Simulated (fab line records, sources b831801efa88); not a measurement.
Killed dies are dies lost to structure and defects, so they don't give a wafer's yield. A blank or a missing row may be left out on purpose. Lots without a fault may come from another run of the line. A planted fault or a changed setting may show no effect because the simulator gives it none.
Chamber matching | flow sfq_line | SFQ_TRILAYER_I4_CMP_CMP_100 on cmp-01: 4 sister chambers
The step polishes SiO2. 4 wafers are shown with their chamber, then 7 later ones without.

WAFERS WITH THEIR CHAMBER
wafer  | chamber | motor_current_A (A)
L102.3 | 2       | 9.2
L102.2 | 1       | 8.9
L112.2 | 0       | 9.1
L112.3 | 3       | 10.6

WAFERS WITHOUT THEIR CHAMBER
wafer  | motor_current_A (A)
L112.4 | 9.6
L116.1 | 10.2
L116.5 | 10.2
L116.6 | 9.3
L120.1 | 9.3
L120.2 | 9.9
L120.6 | 9.5

WHICH CHAMBER EACH WENT THROUGH
wafer  | from the rows above               | in truth
L112.4 | can't be placed: 2 or 0 or 1 or 3 | 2
L116.1 | can't be placed: 3 or 2 or 0      | 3
L116.5 | can't be placed: 3 or 2 or 0      | 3
L116.6 | can't be placed: 2 or 0 or 1      | 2
L120.1 | can't be placed: 2 or 0 or 1      | 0
L120.2 | can't be placed: 3 or 2 or 0 or 1 | 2
L120.6 | can't be placed: 2 or 0 or 1      | 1
Placed correctly: 0 of 7. Can't be placed from these rows: 7 (the true chamber is among the candidates in 7). Placed wrongly: 0.
How it was worked out, from the rows above alone: a wafer's distance from a chamber is the root of the sum, over the readings, of the square of ((its reading less the chamber's mean) divided by the reading's scatter). The wafer belongs to the nearest chamber; if the next one is less than 2 further off, it can't be placed. A chamber's mean is the mean of its shown wafers. The scatter: with one shown wafer a chamber, the root of the mean of the squares of how far each hidden wafer lies from its nearest shown one.
